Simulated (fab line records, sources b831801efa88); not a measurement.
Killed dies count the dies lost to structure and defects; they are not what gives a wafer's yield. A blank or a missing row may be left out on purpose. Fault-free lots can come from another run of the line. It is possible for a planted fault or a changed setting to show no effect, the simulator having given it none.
2 desks, one fault -- flow gf180mcu -- every desk sees just its own numbers, and what lay behind them comes last

## THE TOOL OWNER'S DESK: rie metal-01
The tool's own readings at GF_M4_METAL_ETCH_16 (etches the open film in Cl2/BCl3, stops on SiO2, target depth 750.8 nm, time 125.1 s): means of the sampled wafers that have a number, for each lot that ran on this tool. If a lot's mean is further than 4 standard deviations from the usual mean, the lot is out of limits and carries the mark OUT (the distance appears in the brackets).
Columns: A = drypump motor current A at GF_M4_METAL_ETCH_16, usual 5.7 A; B = oes product au at GF_M4_METAL_ETCH_16, usual 0.990 a.u.; C = throttle valve pct at GF_M4_METAL_ETCH_16, usual 28.230 %
lot,first seen here,A,B,C
L972,day 25 00:04,5.6,0.985,28.233
L974,day 25 16:38,5.6,0.986,28.244
L976,day 26 05:40,5.3,0.982,28.236
L979,day 27 14:01,5.6,0.982,28.241
L991,day 30 15:34,5.6,0.985,28.239
This desk's verdict: no lot among the 5 shows anything out of limits.

## AT THE METROLOGY DESK
Lot by lot, what the gauges showed, no matter which tool ran the lot: averages of those sampled wafers that carry a number. If a lot's mean is further than 4 standard deviations from the usual mean, the lot is out of limits and carries the mark OUT (the distance appears in the brackets).
Columns: A = PASSIVATION_BOW at GF_PASSIVATION_BOW_MEAS_14, usual 138 um
lot,first seen here,A
L970,day 29 20:00,138
L971,day 30 06:01,133
L972,day 30 11:09,146
L973,day 30 18:36,153
L974,day 30 23:45,139
L976,day 31 10:50,140
L979,day 32 15:06,135
L980,day 32 16:36,128
L983,day 33 09:07,141
L984,day 33 10:52,140
L988,day 34 10:51,135
L990,day 34 21:14,146
L991,day 35 12:01,139
This desk's verdict: no lot among the 13 shows anything out of limits.

## PUT TOGETHER
Nothing out of limits was seen by the tool owner's desk.
The metrology desk saw nothing out of limits.

## WHAT THE SIMULATOR PUT IN
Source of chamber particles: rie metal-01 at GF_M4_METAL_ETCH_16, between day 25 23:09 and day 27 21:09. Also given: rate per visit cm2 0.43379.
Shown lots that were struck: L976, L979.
